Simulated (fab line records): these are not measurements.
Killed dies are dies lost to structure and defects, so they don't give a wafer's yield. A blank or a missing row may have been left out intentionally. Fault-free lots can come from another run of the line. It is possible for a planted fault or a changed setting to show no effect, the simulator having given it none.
Matching of chambers :: flow sky130 :: 3 sister chambers for SKY_CAPM_CVD_00 on pecvd-04
The step deposits SiO2, target thk 15.5 nm. 3 wafers are shown with their chamber, then 7 later ones without.

== WAFERS PAIRED WITH THEIR CHAMBERS ==
wafer: L857.1
chamber: 0
heater-power-w (W): 903

wafer: L857.3
chamber: 1
heater-power-w (W): 776

wafer: L865.4
chamber: 2
heater-power-w (W): 692

== WAFERS WITH NO CHAMBER GIVEN ==
wafer: L865.5
heater-power-w (W): 867

wafer: L866.1
heater-power-w (W): 778

wafer: L866.2
heater-power-w (W): 908

wafer: L866.6
heater-power-w (W): 675

wafer: L870.2
heater-power-w (W): 814

wafer: L870.3
heater-power-w (W): 875

wafer: L870.4
heater-power-w (W): 894

== THE CHAMBER EACH PASSED THROUGH ==
wafer: L865.5
from the rows above: 0
in truth: 0

wafer: L866.1
from the rows above: 1
in truth: 1

wafer: L866.2
from the rows above: 0
in truth: 0

wafer: L866.6
from the rows above: 2
in truth: 2

wafer: L870.2
from the rows above: 1
in truth: 1

wafer: L870.3
from the rows above: 0
in truth: 0

wafer: L870.4
from the rows above: 0
in truth: 0
Placed correctly: 7 of 7. Can't be placed from these rows: 0. Wrongly placed: 0.
How it was worked out, from the rows above alone: a wafer's distance from a chamber is the root of the sum, over the readings, of the square of ((its reading less the chamber's mean) divided by the reading's scatter). The wafer belongs to the nearest chamber; if the next one is less than 2 further off, it can't be placed. The mean given for a chamber averages the wafers shown for that chamber. The scatter: with one shown wafer a chamber, the root of the mean of the squares of how far each hidden wafer lies from its nearest shown one.
